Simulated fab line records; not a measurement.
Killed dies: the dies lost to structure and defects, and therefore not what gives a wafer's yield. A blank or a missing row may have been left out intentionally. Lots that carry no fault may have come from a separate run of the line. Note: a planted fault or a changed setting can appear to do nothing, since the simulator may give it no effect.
2 desks, one fault ; flow sky130 ; each desk holds nothing but its own numbers, with what lay behind them at the end

TOOL OWNER'S DESK, implanter-02
The tool's own readings at SKY_LDD_N_IMPLANT_09: means of the sampled wafers that have a number, for each lot that ran on this tool. The brackets show how far a lot's mean lies from the usual mean; more than 4 standard deviations puts the lot out of limits, marked OUT.
Columns: A = dose ions cm2 at SKY_LDD_N_IMPLANT_09, usual 7.498e+13
lot;first seen here;A
L368;day 17 11:31;7.502e+13
L369;day 17 18:08;7.500e+13
L372;day 18 23:16;7.495e+13
L375;day 20 09:35;7.502e+13
L380;day 22 01:35;7.812e+13 (+40) OUT
L381;day 22 14:52;7.820e+13 (+41) OUT
L386;day 24 19:37;7.501e+13
L389;day 25 14:07;7.498e+13
L391;day 25 19:58;7.494e+13
This desk's verdict: out of limits on L380, L381, starting with L380 at day 22 01:35 (dose ions cm2 at SKY_LDD_N_IMPLANT_09). L368, L369, L372, L375, L386, L389, L391 stayed within limits.

AT THE METROLOGY DESK
Lot by lot, what the gauges showed, no matter which tool ran the lot: averages of those sampled wafers that carry a number. The brackets show how far a lot's mean lies from the usual mean; more than 4 standard deviations puts the lot out of limits, marked OUT.
Columns: A = LI_CONTACT_HDPCVD_THK at SKY_LI_CONTACT_THK_MEAS_01, usual 926 nm; B = LI_CONTACT_BOW at SKY_LI_CONTACT_BOW_MEAS_03, usual 55 um
lot;first seen here;A;B
L368;day 27 17:38;914;59
L369;day 28 00:52;920;61
L371;day 29 01:22;924;62
L372;day 29 04:06;928;63
L373;day 29 17:49;917;53
L375;day 30 09:50;928;53
L380;day 31 23:00;926;51
L381;day 32 09:13;934;51
L386;day 34 08:52;922;54
L387;day 34 13:54;928;55
L389;day 35 00:11;924;54
L391;day 35 08:37;932;57
L390;day 35 11:05;927;58
This desk found nothing out of limits on any of the 13 lots.

BROUGHT TOGETHER
On L380, L381, at day 22 01:35, an alarm was possible from the tool owner's desk.
Nothing out of limits was seen by the metrology desk.
The metrology desk has L380, L381 on record, within its limits.
Of the lots named, all ran SKY_LDD_N_IMPLANT_09 on implanter-02.

WHAT THE SIMULATOR HAD INSERTED
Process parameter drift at SKY_LDD_N_IMPLANT_09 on implanter-02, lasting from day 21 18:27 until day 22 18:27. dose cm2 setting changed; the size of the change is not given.
Lots struck among those shown: L380, L381.
Hours from the fault's start to each desk's first reading out of limits: the tool owner's desk, 7.
